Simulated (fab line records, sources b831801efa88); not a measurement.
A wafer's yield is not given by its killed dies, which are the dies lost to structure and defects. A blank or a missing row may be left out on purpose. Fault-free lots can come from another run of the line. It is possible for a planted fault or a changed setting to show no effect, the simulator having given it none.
8D (eight disciplines) problem report, filled in by code | flow gf180mcu | the parts of the form that need people (team, actions taken, sign-off) are left out

## 1. THE PROBLEM
Mean of cdNm at GF_V2_CD_MEAS_14: 269.2 nm across 9 wafers in 3 lots; on wafers with no fault it is 260.0 nm (standard deviation 1.3). That puts it +7.1 standard deviations away from the usual mean.
The step: target cd 260 nm.
The first sign was on wafer L910.3 at day 26 08:31, on cdSem-02. At this step, 36 wafers from 12 lots have a number in the record. The rule behind "out" and "out of limits": a value lying over 4 standard deviations away from the usual mean. All remaining wafers that have a number are taken as sound.

## 2. WHAT THIS IS AND IS NOT
question                    | is                     | is not
which readings at this step | cdNm                   | -
which lots                  | L910, L911, L912       | L893, L898, L899, L905, L906, L907, L908, L909, L915
which wafers of those lots  | all that have a number | -
read on which gauges        | cdSem-01, cdSem-02     | -
when                        | from day 26 08:31      | up to then (24 sound wafers); but 3 sound wafers of L915 came after

## 3. SUSPECTS, AND WHAT RULES EACH OUT
Counting: a tool stays on the suspect list if, at a process step up to the reading, it processed all lots that are out and no sound lot following the first of them.
- the gauge at GF_V2_CD_MEAS_14 is ruled out. Those wafers that are out were read across 2 gauges (cdSem-01, cdSem-02).
- lithoTrack-03 at GF_V2_COAT_09 (resist thk 1000 nm): kept. All lots that are out passed through it, beginning with L910 at day 25 22:00, and no sound lot followed; its final sound lot before that point was L908 at day 25 09:00.
Left after counting: lithoTrack-03 at GF_V2_COAT_09.

## 4. THE CAUSE (what the simulator had put in)
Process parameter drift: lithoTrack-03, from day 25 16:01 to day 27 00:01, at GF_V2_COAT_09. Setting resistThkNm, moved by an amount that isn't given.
The count eliminated every tool but this one.

## 5. THE EFFECT CHAIN, in route order
One row per reading whose mean, taken over the struck wafers that have a number, lies over 3 standard deviations from the usual. Only readings whose record carries a usual standard deviation are examined. hours: median over the lots of the time between each lot's start at the first step of this table that gives one and its start at this step. sigmas: the change, counted in usual standard deviations.
hours | step             | reading      | usual      | on struck wafers | change | sigmas
0     | GF_V2_CD_MEAS_14 | cdNm         | 260.0 nm   | 269.2            | +9.2   | +7.1
0     | GF_V2_STRIP_18   | oesProductAu | 0.592 a.u. | 0.505            | -0.087 | -17
It contains these process steps:
- GF_V2_STRIP_18: strips in O2/N2.
At these later measuring or inspecting steps, every struck wafer for which the step has a row has a number for every such reading, and none has moved that far: GF_V2_RS_MEAS_24.

## 6. HOW IT WOULD HAVE BEEN CAUGHT EARLIER
17 hours passed between the start of the fault at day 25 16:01 and the first reading out of limits at a measuring or inspecting step in this record, taken at day 26 08:31.
Of the lots that are out (3), L912 began GF_V2_COAT_09 on lithoTrack-03 after day 26 08:31. A tool hold placed at that time would have kept it from harm.
